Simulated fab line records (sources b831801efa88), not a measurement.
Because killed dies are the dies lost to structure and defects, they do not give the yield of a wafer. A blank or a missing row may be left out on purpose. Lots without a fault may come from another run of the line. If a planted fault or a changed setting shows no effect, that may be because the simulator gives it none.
Which tool did it?    flow sky130    42 wafers from 14 lots sampled at 2 of the route's 708 steps

## WHAT THE GAUGES READ, wafer by wafer
The record holds no reading of a measuring or inspecting step that can be judged against a usual standard deviation.

## TOOL THAT RAN EACH LOT (tool first, then ch and the chambers of the sampled wafers, then the start)
lot   SKY_VIA1_ETCH_15                    SKY_PAD_OPEN_PROBE_99
L811  rie diel-01 ch 0,1,2, day 34 00:08  -
L812  rie diel-03 ch 2,3, day 34 10:24    -
L813  rie diel-02 ch 0,1,3, day 34 19:41  -
L814  rie diel-01 ch 0,1,3, day 35 08:26  -
L815  rie diel-03 ch 0,2,3, day 35 17:38  -
L817  rie diel-02 ch 0,2,3, day 36 02:00  -
L819  rie diel-01 ch 0,2,3, day 37 05:00  prober-01, day 48 08:28
L821  rie diel-02 ch 0,2, day 37 10:17    -
L822  rie diel-01 ch 2,3, day 37 18:38    prober-01, day 48 19:38
L826  rie diel-02 ch 1,2, day 39 10:14    -
L828  rie diel-03 ch 0,3, day 39 13:48    -
L832  rie diel-02 ch 0,1, day 40 17:50    -
L833  rie diel-02 ch 1,2,3, day 40 21:02  -
L834  rie diel-03 ch 0,2,3, day 41 02:05  -
- SKY_VIA1_ETCH_15: etches SiO2 in C4F8/O2/Ar, stops on TiN, target depth 351 nm, time 54 s.
- SKY_PAD_OPEN_PROBE_99

## AS READ BY THE TOOLS THEMSELVES (means over the sampled wafers that have a number; for cases with no such wafer, the mark the record gives instead)
SKY_VIA1_ETCH_15.
lot   tool         oes product au (a.u.)  rf fwd power W (W)
L811  rie diel-01  0.979                  1484
L812  rie diel-03  0.976                  1487
L813  rie diel-02  0.980                  1482
L814  rie diel-01  0.987                  1486
L815  rie diel-03  0.980                  1484
L817  rie diel-02  0.982                  1486
L819  rie diel-01  0.979                  1481
L821  rie diel-02  0.984                  1486
L822  rie diel-01  0.979                  1481
L826  rie diel-02  0.981                  1486
L828  rie diel-03  0.983                  1488
L832  rie diel-02  0.982                  1481
L833  rie diel-02  0.984                  1490
L834  rie diel-03  0.979                  1485

SKY_PAD_OPEN_PROBE_99.
lot   tool       defect limited yield (%)  killed_at_M0_to_M3  killed_at_M4_up  killed at contacts  killed at front end  killed at other  killed dies  killed open  killed short  sort_bin_3_pad_short (%)  sort_bin_5_function (%)  sort_bin_6_memory (%)  sort n pass  sort yield pct (%)
L819  prober-01  80.9                      51                  4.0              25                  14                   0.3              94           45           37            1.3                       11.0                     6.8                    398          80.9
L822  prober-01  76.6                      72                  3.0              22                  17                   0.7              115          51           42            2.0                       14.5                     6.8                    377          76.6

## THE ANSWER, worked out from the rows above alone
Rule: what is usual is taken from the lots themselves. The widest of any qualifying gaps counts: lots, ordered by their means at a reading, are off when they make up no more than a third of the lots, leave a main group of 4 or more, and stand apart from it by 3 or more times the standard deviation of that group's means. If all means in a main group match to the digits the tables above print for the reading, that group is not used. Also off: a lot with no number at a reading for which 4 or more lots have one. The other lots that the step has rows for count as sound. First the gauges in route order, then the tools' own readings, where a lot's mean is used as printed above. At the first step where some lot is off, the reading lying furthest off is the one used; lots without a number count as furthest.
No lot is off on any of the readings shown, so nothing can be concluded from this.

## WHAT THE SIMULATOR HAD INSERTED
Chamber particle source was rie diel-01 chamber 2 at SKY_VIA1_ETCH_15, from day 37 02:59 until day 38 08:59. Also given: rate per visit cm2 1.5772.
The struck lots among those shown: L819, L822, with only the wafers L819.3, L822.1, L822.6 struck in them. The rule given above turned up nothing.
